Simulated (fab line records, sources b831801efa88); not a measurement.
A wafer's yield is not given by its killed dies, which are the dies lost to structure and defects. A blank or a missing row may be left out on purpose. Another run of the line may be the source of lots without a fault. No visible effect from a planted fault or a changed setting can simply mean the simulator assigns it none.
fab line records	flow sfq_line
record lots=7	wafers=21	last_day=84
route steps=325 shown M3@122 I3@133 M4@148 I4@163 M8@325
lots that met no fault: from a run of the same line without faults
start_h: hours from the record's opening day to when the first of the lot's shown wafers began	wait_h: how many hours have passed since the lot's step before this one	" identical to the entry in the row above	L1.1+2: several wafers, shown together as one row	- no value, or no start given	* or withheld: withheld	< > ~ a bound
route shown NAME@n: a module of which the file shows steps, and the number in the route of the first	usual: mean/standard deviation taken from wafers without a fault	same: alike in all rows	chamber/n: place in a boat	sites: the reading at each site	_std_site: the values' standard deviation	_edge_site: mean of outer sites minus mean of inner sites	radius_mm: how far each site lies from the wafer's centre	mask NAME#n: copy n	behind: the most recent tool/chamber to have shaped the wafer	hold: why the lot went on hold/how many hours it stayed there/how the hold came to an end	device: transistor that didn't switch, given as n, p or np	end of line: at the end of the route, the tests of the same wafers	a step with no rows: only its recipe	killed: at the first sort, the dies lost to defects and structure; wafer yield is something else	map: shows each die of a wafer: x if killed, . if not, _ if none is there
set.NAME: the run value of the setting; set.NAME@STEP: its run value at that earlier step	model.NAME: the simulator's own value behind a step, which no gauge read
certain route steps with their lots: each step a table, each wafer a row
services: from which hour (start_h, from the record's first day; less than 0 if before it) a tool's chamber was out of use, for how many hours, and why
## steps
# step SFQ_TRILAYER_M3_LITHO_COAT_080
# recipe resist=BARC	spin_rpm=3000	resist_thk_nm=62
# step SFQ_TRILAYER_M3_LITHO_COAT_075
# recipe resist=KrF	spin_rpm=3000	resist_thk_nm=600
# step SFQ_TRILAYER_M3_LITHO_SOFTBAKE_079
# recipe temp_c=withheld	time_s=withheld	resist=KrF
# step SFQ_TRILAYER_M3_LITHO_EXPOSE_076
# recipe mask_id=M3	na=0.6	source_shape=conventional	sigma_outer=0.65	target_cd_nm=500	dose_mj=14.4
# step SFQ_TRILAYER_M3_LITHO_PEB_078
# recipe peb_temp_c=114.6	peb_time_s=60	resist=KrF
# step SFQ_TRILAYER_M3_LITHO_DEVELOP_077
# recipe time_s=60	resist=KrF
# step SFQ_M3_OVL_MEAS_921
# usual M3_OVL=3/4.9
lot.wafer	tool	chamber	start_h	wait_h	M3_OVL[nm]
L439.1	overlay-01	-	661.98	0.1	7
L439.5	"	-	"	"	-2
L439.6	"	-	"	"	-1
L440.1	overlay-01	-	674.60	0.1	9
L440.2	"	-	"	"	2
L440.3	"	-	"	"	6
L449.3	overlay-02	-	770.06	0.1	7
L449.4	"	-	"	"	15
L449.5	"	-	"	"	5
L452.2	overlay-01	-	798.41	0.1	3
L452.4	"	-	"	"	4
L452.6	"	-	"	"	3
L453.1	overlay-02	-	811.60	0.1	14
L453.3	"	-	"	"	12
L453.5	"	-	"	"	9
L458.1	overlay-01	-	833.20	0.1	-1
L458.4	"	-	"	"	4
L458.6	"	-	"	"	4
L459.2	overlay-01	-	835.61	0.1	9
L459.3	"	-	"	"	9
L459.6	"	-	"	"	11
# step SFQ_TRILAYER_M3_BARC_OPEN_METAL_ETCH_100
# recipe mask_material=PR	chemistry=O2	target_depth_nm=125	target=BARC	icp_w=600	bias_w=80	pressure_mtorr=10	time_s=41.7
# step SFQ_TRILAYER_M3_ETCH_METAL_ETCH_078
# recipe target=Nb	stop_on=SiO2	mask_material=PR	chemistry=Cl2/Ar	target_depth_nm=240	icp_w=600	bias_w=80	pressure_mtorr=10	time_s=120
# usual chamber_pressure_mTorr=10.000/0.0087	drypump_motor_current_A=5.6/0.43	oes_product_au=0.892/0.0072
lot.wafer	tool	chamber	start_h	wait_h	chamber_pressure_mTorr	drypump_motor_current_A	oes_product_au	rf_hours_counter_h
L439.1	rie_metal-03	0	662.07	0.0	10.003	5.5	0.889	34
L439.5	"	0	"	"	10.010	5.5	0.898	-
L439.6	"	1	"	"	10.001	5.3	0.891	-
L440.1	rie_metal-04	0	674.70	0.0	10.006	6.1	0.885	113
L440.2	"	1	"	"	9.990	5.6	0.888	78
L440.3	"	1	"	"	10.004	5.6	0.890	-
L449.3	rie_metal-04	1	770.19	0.1	10.000	5.6	0.890	-
L449.4	"	0	"	"	9.988	6.1	0.890	-
L449.5	"	1	"	"	10.002	5.6	0.904	-
L452.2	rie_metal-04	1	798.50	0.0	9.998	5.7	0.898	103
L452.4	"	1	"	"	10.012	5.6	0.897	-
L452.6	"	1	"	"	9.999	5.6	0.898	-
L453.1	rie_metal-02	0	811.70	0.0	9.996	4.7	0.899	95
L453.3	"	1	"	"	10.014	5.4	0.896	-
L453.5	"	1	"	"	9.995	5.4	0.903	-
L458.1	rie_metal-02	0	833.30	0.0	10.000	4.7	0.889	99
L458.4	"	1	"	"	9.990	5.4	0.887	-
L458.6	"	0	"	"	10.011	4.7	0.886	-
L459.2	rie_metal-02	1	835.70	0.0	9.985	5.4	0.893	91
L459.3	"	1	"	"	9.996	5.4	0.909	-
L459.6	"	0	"	"	9.997	4.7	0.893	-
# step SFQ_TRILAYER_M3_STRIP_STRIP_079
# recipe gas=O2	power_w=200	platen_temp_c=40	overash_fraction=0.65	chemistry=O2	pressure_mtorr=50
# step SFQ_TRILAYER_M3_STRIP_SOLV_CLEAN_080
# recipe chemistry=NMP	temp_c=70	time_s=600
# step SFQ_TRILAYER_I3_DEP_PECVD_081
# recipe material=SiO2	temp_c=150	time_s=111.11	pressure_torr=2.4	rf_w=183.3	precursor=SiH4/N2O	target_thk_nm=500
# step SFQ_TRILAYER_I3_CMP_CMP_082
# recipe material=SiO2	down_force_psi=3	platen_rpm=60	pad_velocity_m_s=0.94248
# usual edge_zone_pressure_frac=1.000/0.005	motor_current_A=10.4/0.99	time_to_endpoint_s=215/6.8
lot.wafer	tool	chamber	start_h	wait_h	edge_zone_pressure_frac	motor_current_A	time_to_endpoint_s	model.SiO2_of_TRILAYER_I3_DEP_PECVD_081.thk_nm
L439.1	cmp-01	0	671.55	8.5	1.004	11.8	224	202.2
L439.5	"	3	673.05	10.0	1.001	10.1	216	200.4
L439.6	"	0	"	"	0.998	12.5	227	200.8
L440.2	cmp-02	0	683.68	8.0	1.001	10.8	215	199.6
L440.3	"	1	"	"	1.002	10.9	205	199.9
L440.1	"	2	"	"	0.995	12.0	210	200.2
L449.3	cmp-01	2	794.29	23.2	0.994	8.4	273	302
L449.4	"	0	795.29	24.2	0.996	11.4	281	304.6
L449.5	"	2	796.29	25.2	0.997	8.5	285	306
L452.2	cmp-01	1	823.09	23.5	0.994	9.4	283	305
L452.4	"	2	"	"	0.993	8.5	281	304
L452.6	"	0	824.59	24.9	1.000	11.9	287	305.7
L453.1	cmp-01	3	833.87	21.1	0.994	10.0	276	302.2
L453.3	"	0	"	"	1.007	11.7	274	302.8
L453.5	"	3	835.87	23.0	1.002	9.7	282	305.2
L458.1	cmp-02	1	857.47	23.2	1.004	10.7	207	199.8
L458.4	"	2	"	"	0.986	11.4	216	200.1
L458.6	"	3	"	"	1.003	9.9	217	198.4
L459.3	cmp-02	1	859.97	23.3	1.000	10.2	208	200.2
L459.2	"	2	"	"	0.998	11.1	209	199.9
L459.6	"	0	861.47	24.8	1.003	10.5	218	201.1
# step SFQ_I3_BOW_MEAS_922
# recipe mode=bow
# usual I3_BOW=5/10
lot.wafer	tool	chamber	start_h	wait_h	I3_BOW[um]
L439.1	film_metro-02	-	674.05	2.0	-4
L439.5	"	-	"	"	13
L439.6	"	-	"	"	8
L440.1	film_metro-02	-	686.68	1.5	9
L440.2	"	-	"	"	-6
L440.3	"	-	"	"	-1
L449.3	film_metro-02	-	797.33	2.5	21
L449.4	"	-	"	"	21
L449.5	"	-	"	"	15
L452.2	film_metro-01	-	825.61	2.0	-2
L452.4	"	-	"	"	8
L452.6	"	-	"	"	14
L453.1	film_metro-02	-	836.37	2.0	20
L453.3	"	-	"	"	23
L453.5	"	-	"	"	27
L458.1	film_metro-01	-	859.47	1.5	-2
L458.4	"	-	"	"	4
L458.6	"	-	"	"	4
L459.2	film_metro-04	-	862.49	1.5	18
L459.3	"	-	"	"	16
L459.6	"	-	"	"	25
# step SFQ_TRILAYER_I3_METRO_MEASURE_083
# usual thk_nm=199.6/0.91
lot.wafer	tool	chamber	start_h	wait_h	thk_nm
L439.1	film_metro-02	-	674.17	0.1	202.0
L439.5	"	-	"	"	200.3
L439.6	"	-	"	"	200.7
L440.1	film_metro-02	-	686.80	0.1	200.3
L440.2	"	-	"	"	199.6
L440.3	"	-	"	"	200.0
L449.3	film_metro-02	-	797.81	0.5	302.4
L449.4	"	-	"	"	304.7
L449.5	"	-	"	"	306.1
L452.2	film_metro-01	-	825.91	0.3	305.0
L452.4	"	-	"	"	303.9
L452.6	"	-	"	"	305.6
L453.1	film_metro-02	-	836.49	0.1	302.0
L453.3	"	-	"	"	302.8
L453.5	"	-	"	"	305.3
L458.1	film_metro-01	-	859.59	0.1	199.7
L458.4	"	-	"	"	200.2
L458.6	"	-	"	"	198.5
L459.2	film_metro-04	-	862.79	0.3	199.8
L459.3	"	-	"	"	200.3
L459.6	"	-	"	"	201.0
# step SFQ_TRILAYER_I3_VIA_LITHO_COAT_090
# recipe resist=BARC	spin_rpm=3000	resist_thk_nm=62
# step SFQ_TRILAYER_I3_VIA_LITHO_COAT_085
# recipe resist=KrF	spin_rpm=3000	resist_thk_nm=650
# step SFQ_TRILAYER_I3_VIA_LITHO_SOFTBAKE_089
# recipe temp_c=withheld	time_s=withheld	resist=KrF
# step SFQ_TRILAYER_I3_VIA_LITHO_EXPOSE_086
# recipe mask_id=I3	na=0.6	source_shape=conventional	sigma_outer=0.65	target_cd_nm=500	dose_mj=21.3
# step SFQ_TRILAYER_I3_VIA_LITHO_PEB_088
# recipe peb_temp_c=115	peb_time_s=60	resist=KrF
# step SFQ_TRILAYER_I3_VIA_LITHO_DEVELOP_087
# recipe time_s=60	resist=KrF
# step SFQ_I3_OVL_MEAS_923
# usual I3_OVL=-1/4.8
lot.wafer	tool	chamber	start_h	wait_h	I3_OVL[nm]
L439.1	overlay-02	-	725.00	0.1	5
L439.5	"	-	"	"	-3
L439.6	"	-	"	"	5
L440.1	overlay-02	-	734.60	0.1	4
L440.2	"	-	"	"	3
L440.3	"	-	"	"	1
L449.3	overlay-01	-	865.61	0.1	-8
L449.4	"	-	"	"	-1
L449.5	"	-	"	"	-4
L452.2	overlay-01	-	916.42	0.1	1
L452.4	"	-	"	"	3
L452.6	"	-	"	"	3
L453.1	overlay-02	-	931.36	0.1	-9
L453.3	"	-	"	"	-9
L453.5	"	-	"	"	-6
L458.1	overlay-02	-	966.16	0.1	-2
L458.4	"	-	"	"	5
L458.6	"	-	"	"	6
L459.2	overlay-02	-	968.57	0.1	-3
L459.3	"	-	"	"	1
L459.6	"	-	"	"	-6
# step SFQ_TRILAYER_I3_VIA_BARC_OPEN_VIA_ETCH_121
# recipe mask_material=PR	chemistry=O2	target_depth_nm=125	target=BARC	source_w=500	bias_w=80	pressure_mtorr=30	time_s=41.7
# step SFQ_TRILAYER_I3_VIA_ETCH_VIA_ETCH_088
# recipe target=SiO2	stop_on=Nb	mask_material=PR	taper_deg=20	chemistry=CHF3	target_depth_nm=260	source_w=519.1	bias_w=80	pressure_mtorr=30	time_s=withheld
# usual chamber_pressure_mTorr=30.000/0.026	drypump_motor_current_A=5.57/0.22	oes_product_au=0.854/0.0053
lot.wafer	tool	chamber	start_h	wait_h	chamber_pressure_mTorr	drypump_motor_current_A	oes_product_au	model.etch.depth_nm	model.I3.feature_depth_nm
L439.1	rie_diel-04	0	725.08	0.0	29.982	5.70	0.856	202.2	202.5
L439.5	"	3	"	"	29.974	5.79	0.859	200.4	200.7
L439.6	"	2	"	"	30.015	5.76	0.854	200.8	201.1
L440.1	rie_diel-03	3	734.68	0.0	29.993	5.83	0.860	200.2	200.5
L440.2	"	1	"	"	30.018	5.60	0.852	199.6	199.9
L440.3	"	0	"	"	30.013	5.43	0.848	199.9	200.2
L449.3	rie_diel-02	1	865.68	0.0	30.006	5.66	1.003	260.8	260.8
L449.4	"	2	"	"	29.984	4.93	1.016	265.9	265.8
L449.5	"	3	"	"	29.990	5.36	0.999	257.2	257.2
L452.2	rie_diel-04	1	916.49	0.0	29.990	5.35	1.012	264.6	264.6
L452.4	"	2	"	"	29.996	5.78	1.014	264.1	264.1
L452.6	"	2	"	"	30.016	5.76	1.003	262.3	262.3
L453.1	rie_diel-04	0	931.44	0.0	30.017	5.69	1.004	264.1	264.1
L453.3	"	2	"	"	30.031	5.77	1.008	262.1	262.1
L453.5	"	2	"	"	29.999	5.76	1.005	263.4	263.4
L458.1	rie_diel-04	0	966.24	0.0	30.027	5.71	0.867	199.8	200.1
L458.4	"	1	"	"	29.988	5.35	0.847	200.1	200.4
L458.6	"	1	"	"	29.993	5.37	0.850	198.4	198.7
L459.2	rie_diel-03	1	968.64	0.0	30.037	5.63	0.850	199.9	200.2
L459.3	"	0	"	"	30.024	5.42	0.864	200.2	200.5
L459.6	"	1	"	"	29.983	5.62	0.856	201.1	201.4
# step SFQ_TRILAYER_I3_VIA_STRIP_STRIP_089
# recipe gas=O2	power_w=200	platen_temp_c=40	overash_fraction=0.65	chemistry=O2	pressure_mtorr=50
# usual chamber_pressure_mTorr=50.00/0.043	drypump_motor_current_A=5.67/0.29	oes_product_au=1.003/0.007
lot.wafer	tool	chamber	start_h	wait_h	chamber_pressure_mTorr	drypump_motor_current_A	oes_product_au	rf_hours_counter_h
L439.1	rie_metal-03	0	725.19	-	50.10	5.50	1.002	46
L439.5	"	1	"	"	49.96	5.29	1.000	-
L439.6	"	0	"	"	50.00	5.51	1.003	-
L440.1	rie_metal-01	0	734.79	-	49.93	5.90	0.990	76
L440.2	"	1	"	"	49.98	5.48	1.005	44
L440.3	"	1	"	"	50.04	5.48	0.999	-
L449.3	rie_metal-04	1	865.99	-	49.93	5.68	0.998	-
L449.4	"	0	"	"	50.00	6.16	1.009	-
L449.5	"	0	"	"	50.02	6.15	1.004	-
L452.2	rie_metal-01	0	916.60	-	49.93	5.91	0.989	110
L452.4	"	1	"	"	50.07	5.47	0.994	-
L452.6	"	1	"	"	50.01	5.46	1.000	-
L453.1	rie_metal-03	1	931.55	-	49.96	5.28	1.007	19
L453.3	"	1	"	"	49.94	5.26	1.002	-
L453.5	"	0	"	"	50.00	5.50	0.991	-
L458.1	rie_metal-01	0	966.35	-	49.92	5.92	0.999	118
L458.4	"	1	"	"	49.95	5.47	1.004	-
L458.6	"	0	"	"	49.98	5.93	1.011	-
L459.2	rie_metal-01	1	968.75	-	49.98	5.45	1.000	83
L459.3	"	0	"	"	49.94	5.90	1.005	-
L459.6	"	0	"	"	49.98	5.90	1.004	-
# step SFQ_TRILAYER_I3_VIA_STRIP_SOLV_CLEAN_090
# recipe chemistry=NMP	temp_c=70	time_s=600
# step SFQ_TRILAYER_M4_DEP_PRE_CLEAN_092
# recipe gas=Ar	time_s=22.5	bias_v=250
lot.wafer	tool	chamber	start_h	wait_h	model.SiO2_of_TRILAYER_I3_DEP_PECVD_081.thk_nm
L439.1	pvd_sputter-05	-	725.96	0.0	194.7
L439.5	"	-	"	"	192.9
L439.6	"	-	"	"	193.3
L440.1	pvd_sputter-06	-	735.56	0.0	192.7
L440.2	"	-	"	"	192.1
L440.3	"	-	"	"	192.4
L449.3	pvd_sputter-05	-	866.58	0.0	294.5
L449.4	"	-	"	"	297.1
L449.5	"	-	"	"	298.5
L452.2	pvd_sputter-05	-	917.38	0.0	297.5
L452.4	"	-	"	"	296.5
L452.6	"	-	"	"	298.2
L453.1	pvd_sputter-05	-	932.33	0.0	294.7
L453.3	"	-	"	"	295.3
L453.5	"	-	"	"	297.7
L458.1	pvd_sputter-05	-	967.13	0.0	192.3
L458.4	"	-	"	"	192.6
L458.6	"	-	"	"	190.9
L459.2	pvd_sputter-04	-	969.53	0.0	192.4
L459.3	"	-	"	"	192.7
L459.6	"	-	"	"	193.6
# step SFQ_TRILAYER_M4_DEP_SPUTTER_091
# recipe material=Nb	base_pressure_pa=1.33e-06	chamber_pressure_pa=0.1333	substrate_temp_c=20	resputter_cathode_voltage_v=400	target_thk_nm=200	power_w=2000	time_s=133.3
# usual throttle_valve_pct=30.6/1.2
lot.wafer	tool	chamber	start_h	wait_h	throttle_valve_pct
L439.1	pvd_sputter-05	-	725.99	0.0	31.6
L439.5	"	-	"	"	29.9
L439.6	"	-	"	"	31.6
L440.1	pvd_sputter-06	-	735.59	0.0	29.8
L440.2	"	-	"	"	32.3
L440.3	"	-	"	"	28.9
L449.3	pvd_sputter-05	-	866.61	0.0	29.5
L449.4	"	-	"	"	30.0
L449.5	"	-	"	"	31.6
L452.2	pvd_sputter-05	-	917.40	0.0	30.3
L452.4	"	-	"	"	30.1
L452.6	"	-	"	"	29.9
L453.1	pvd_sputter-05	-	932.35	0.0	31.9
L453.3	"	-	"	"	29.6
L453.5	"	-	"	"	30.0
L458.1	pvd_sputter-05	-	967.15	0.0	31.6
L458.4	"	-	"	"	30.0
L458.6	"	-	"	"	31.6
L459.2	pvd_sputter-04	-	969.55	0.0	30.6
L459.3	"	-	"	"	30.4
L459.6	"	-	"	"	33.3
# step SFQ_M4_RS_MEAS_924
# recipe thk_meas_gauge=four-point-probe	reads=Nb_of_TRILAYER_M4_DEP_SPUTTER_091
# usual M4_NB_RS=0.891/0.0074
lot.wafer	tool	chamber	start_h	wait_h	M4_NB_RS[ohm/sq]
L439.1	film_metro-02	-	726.08	0.0	0.891
L439.5	"	-	"	"	0.896
L439.6	"	-	"	"	0.895
L440.1	film_metro-03	-	735.68	0.0	0.895
L440.2	"	-	"	"	0.898
L440.3	"	-	"	"	0.889
L449.3	film_metro-03	-	866.74	0.1	0.877
L449.4	"	-	"	"	0.883
L449.5	"	-	"	"	0.877
L452.2	film_metro-02	-	917.52	0.1	0.892
L452.4	"	-	"	"	0.895
L452.6	"	-	"	"	0.893
L453.1	film_metro-04	-	932.45	0.0	0.877
L453.3	"	-	"	"	0.882
L453.5	"	-	"	"	0.880
L458.1	film_metro-04	-	967.25	0.0	0.892
L458.4	"	-	"	"	0.897
L458.6	"	-	"	"	0.896
L459.2	film_metro-02	-	969.67	0.1	0.882
L459.3	"	-	"	"	0.896
L459.6	"	-	"	"	0.891
# step SFQ_TRILAYER_M4_LITHO_COAT_098
# recipe resist=BARC	spin_rpm=3000	resist_thk_nm=62
# step SFQ_TRILAYER_M4_LITHO_COAT_093
# recipe resist=KrF	spin_rpm=3000	resist_thk_nm=600
# step SFQ_TRILAYER_M4_LITHO_SOFTBAKE_097
# recipe temp_c=withheld	time_s=withheld	resist=KrF
# step SFQ_TRILAYER_M4_LITHO_EXPOSE_094
# recipe mask_id=M4	na=0.6	source_shape=conventional	sigma_outer=0.65	target_cd_nm=500	dose_mj=14.4
# step SFQ_TRILAYER_M4_LITHO_PEB_096
# recipe peb_temp_c=115	peb_time_s=60	resist=KrF
# step SFQ_TRILAYER_M4_LITHO_DEVELOP_095
# recipe time_s=60	resist=KrF
# step SFQ_M4_OVL_MEAS_926
# usual M4_OVL=-2/6.4
lot.wafer	tool	chamber	start_h	wait_h	M4_OVL[nm]
L439.1	overlay-01	-	781.60	0.1	5
L439.5	"	-	"	"	2
L439.6	"	-	"	"	3
L440.1	overlay-01	-	796.00	0.1	-13
L440.2	"	-	"	"	-14
L440.3	"	-	"	"	-11
L449.3	overlay-02	-	973.37	0.1	-6
L449.4	"	-	"	"	-1
L449.5	"	-	"	"	-3
L452.2	overlay-01	-	1041.89	0.1	-7
L452.4	"	-	"	"	-9
L452.6	"	-	"	"	1
L453.1	overlay-01	-	1058.13	0.1	0
L453.3	"	-	"	"	5
L453.5	"	-	"	"	0
L458.1	overlay-01	-	1104.82	0.1	8
L458.4	"	-	"	"	9
L458.6	"	-	"	"	5
L459.2	overlay-01	-	1107.23	0.1	-2
L459.3	"	-	"	"	7
L459.6	"	-	"	"	-8
# step SFQ_TRILAYER_M4_BARC_OPEN_METAL_ETCH_123
# recipe mask_material=PR	chemistry=O2	target_depth_nm=125	target=BARC	icp_w=600	bias_w=80	pressure_mtorr=10	time_s=41.7
# usual chamber_pressure_mTorr=10.000/0.0087	drypump_motor_current_A=5.5/0.48	oes_product_au=0.685/0.005
lot.wafer	tool	chamber	start_h	wait_h	chamber_pressure_mTorr	drypump_motor_current_A	oes_product_au	rf_hours_counter_h
L439.1	rie_metal-02	1	781.64	0.0	9.990	5.4	0.690	80
L439.5	"	0	"	"	10.013	4.7	0.688	-
L439.6	"	1	"	"	9.989	5.4	0.689	-
L440.1	rie_metal-04	1	796.04	0.0	9.999	5.7	0.683	103
L440.2	"	0	"	"	9.983	6.1	0.684	138
L440.3	"	1	"	"	10.013	5.7	0.687	-
L449.3	rie_metal-02	1	973.42	0.0	9.992	5.4	0.677	-
L449.4	"	0	"	"	10.002	4.7	0.683	-
L449.5	"	1	"	"	10.005	5.4	0.684	-
L452.2	rie_metal-02	0	1041.92	0.0	9.987	4.7	0.690	132
L452.4	"	1	"	"	9.989	5.4	0.681	-
L452.6	"	0	"	"	10.015	4.7	0.674	-
L453.1	rie_metal-04	1	1058.16	0.0	10.007	5.6	0.684	150
L453.3	"	1	"	"	9.982	5.6	0.688	-
L453.5	"	1	"	"	10.015	5.6	0.688	-
L458.1	rie_metal-01	0	1104.86	0.0	9.993	5.9	0.682	142
L458.4	"	1	"	"	9.997	5.5	0.684	-
L458.6	"	0	"	"	9.998	5.9	0.685	-
L459.2	rie_metal-04	0	1107.26	0.0	10.017	6.2	0.690	6
L459.3	"	0	"	"	10.009	6.1	0.685	-
L459.6	"	1	"	"	10.008	5.6	0.686	-
# step SFQ_TRILAYER_M4_ETCH_METAL_ETCH_096
# recipe target=Nb	stop_on=SiO2	mask_material=PR	chemistry=Cl2/Ar	target_depth_nm=240	icp_w=600	bias_w=80	pressure_mtorr=10	time_s=120
# usual chamber_pressure_mTorr=10.001/0.0089	drypump_motor_current_A=5.5/0.48	oes_product_au=0.894/0.006
lot.wafer	tool	chamber	start_h	wait_h	chamber_pressure_mTorr	drypump_motor_current_A	oes_product_au	rf_hours_counter_h
L439.1	rie_metal-02	1	781.70	0.0	10.002	5.4	0.897	81
L439.5	"	0	"	"	10.021	4.7	0.894	-
L439.6	"	1	"	"	9.995	5.4	0.893	-
L440.1	rie_metal-04	1	796.10	0.0	10.008	5.7	0.894	103
L440.2	"	0	"	"	10.020	6.1	0.895	138
L440.3	"	1	"	"	10.000	5.7	0.895	-
L449.3	rie_metal-02	1	973.50	0.1	10.004	5.4	0.898	-
L449.4	"	0	"	"	10.016	4.7	0.902	-
L449.5	"	1	"	"	9.992	5.4	0.899	-
L452.2	rie_metal-02	0	1041.98	0.0	10.009	4.7	0.901	132
L452.4	"	1	"	"	10.008	5.4	0.892	-
L452.6	"	0	"	"	10.009	4.7	0.896	-
L453.1	rie_metal-04	1	1058.28	0.1	10.008	5.7	0.904	150
L453.3	"	1	"	"	10.013	5.6	0.899	-
L453.5	"	1	"	"	9.998	5.7	0.896	-
L458.1	rie_metal-01	0	1104.92	0.0	9.991	5.9	0.887	142
L458.4	"	1	"	"	9.993	5.5	0.888	-
L458.6	"	0	"	"	10.006	5.9	0.899	-
L459.2	rie_metal-04	0	1107.32	0.0	9.982	6.2	0.898	6
L459.3	"	0	"	"	10.020	6.1	0.884	-
L459.6	"	1	"	"	10.004	5.6	0.893	-
# step SFQ_TRILAYER_M4_STRIP_STRIP_097
# recipe gas=O2	power_w=200	platen_temp_c=40	overash_fraction=0.65	chemistry=O2	pressure_mtorr=50
# step SFQ_TRILAYER_M4_STRIP_SOLV_CLEAN_098
# recipe chemistry=NMP	temp_c=70	time_s=600
# step SFQ_TRILAYER_I4_DEP_PECVD_099
# recipe material=SiO2	temp_c=150	time_s=111.11	pressure_torr=2.4	rf_w=183.3	precursor=SiH4/N2O	target_thk_nm=500
# step SFQ_M8_BOW_MEAS_951
# recipe mode=bow
# usual M8_BOW=9/12
lot.wafer	tool	chamber	start_h	wait_h	M8_BOW[um]	model.etest.i3.link_ohm
L439.1	film_metro-01	-	1785.95	0.0	-4	1.974
L439.5	"	-	"	"	11	1.979
L439.6	"	-	"	"	7	1.968
L440.1	film_metro-02	-	1795.47	0.0	2	1.993
L440.2	"	-	"	"	-12	1.995
L440.3	"	-	"	"	-8	1.988
L449.3	film_metro-01	-	1863.15	0.0	26	1e+06
L449.4	"	-	"	"	25	1e+06
L449.5	"	-	"	"	19	1e+06
L452.2	film_metro-01	-	1899.31	0.0	8	1e+06
L452.4	"	-	"	"	18	1e+06
L452.6	"	-	"	"	25	1e+06
L453.1	film_metro-01	-	1902.29	0.0	17	1e+06
L453.3	"	-	"	"	19	1e+06
L453.5	"	-	"	"	24	1e+06
L458.1	film_metro-01	-	2015.56	0.0	-6	1.982
L458.4	"	-	"	"	0	1.986
L458.6	"	-	"	"	0	1.98
L459.2	film_metro-02	-	2017.98	0.0	27	1.952
L459.3	"	-	"	"	27	1.968
L459.6	"	-	"	"	34	1.963
## services
tool	chamber	start_h	hours	kind
cmp-01	-	663.38	1.7	repair
rie_diel-04	0	666.08	13.0	repair
film_metro-02	-	671.06	0.3	pm
cmp-01	-	683.05	5.2	pm
rie_diel-04	-	704.53	1.1	repair
rie_metal-01	-	709.48	1.7	repair
rie_metal-02	-	713.91	0.3	repair
rie_metal-02	0	716.19	27.8	repair
film_metro-02	-	722.56	0.8	pm
film_metro-02	-	740.40	0.6	pm
cmp-01	-	751.29	4.0	pm
rie_metal-01	-	811.57	1.6	repair
cmp-01	-	817.15	2.4	repair
rie_metal-01	1	830.08	12.6	repair
film_metro-02	-	851.74	2.5	pm
rie_diel-04	-	857.97	28.1	pm
rie_metal-02	-	883.65	1.2	repair
rie_metal-01	1	970.67	9.8	repair
pvd_sputter-05	-	988.46	0.9	repair
rie_metal-02	1	1002.11	15.7	repair
rie_metal-02	0	1011.13	20.4	repair
rie_metal-04	-	1020.17	1.4	repair
pvd_sputter-05	-	1066.59	1.7	repair
pvd_sputter-05	-	1082.60	0.6	repair
## key
first_sign step=SFQ_TRILAYER_I3_CMP_CMP_082	reading=time_to_endpoint_s	direction=up	sigmas=9.6	usual=*	struck=*
effect step=SFQ_TRILAYER_I3_METRO_MEASURE_083	reading=thk_nm	direction=up	sigmas=99+	usual=199.6	struck=304.2
effect step=SFQ_TRILAYER_I3_VIA_ETCH_VIA_ETCH_088	reading=oes_product_au	direction=up	sigmas=29	usual=0.854	struck=1.007
model_effect step=SFQ_TRILAYER_I3_CMP_CMP_082	value=SiO2_of_TRILAYER_I3_DEP_PECVD_081.thk_nm	without=198.8	struck=304.2
model_effect step=SFQ_TRILAYER_I3_VIA_ETCH_VIA_ETCH_088	value=etch.depth_nm	without=198.8	struck=262.7
model_effect step=SFQ_TRILAYER_M4_DEP_PRE_CLEAN_092	value=SiO2_of_TRILAYER_I3_DEP_PECVD_081.thk_nm	without=191.3	struck=296.7
model_effect step=SFQ_M8_BOW_MEAS_951	value=etest.i3.link_ohm	without=1.955	struck=1e+06
met_at SFQ_TRILAYER_I3_CMP_CMP_082
struck_wafers L449.3,L449.4,L449.5,L452.2,L452.4,L452.6,L453.1,L453.3,L453.5
onset_between 671.55 794.29
fault kind=process_parameter_drift	tool=cmp-01	chamber=-	onset_h=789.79	steps=SFQ_TRILAYER_I3_CMP_CMP_082	channel=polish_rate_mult	offset=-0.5	shape=step	end_h=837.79
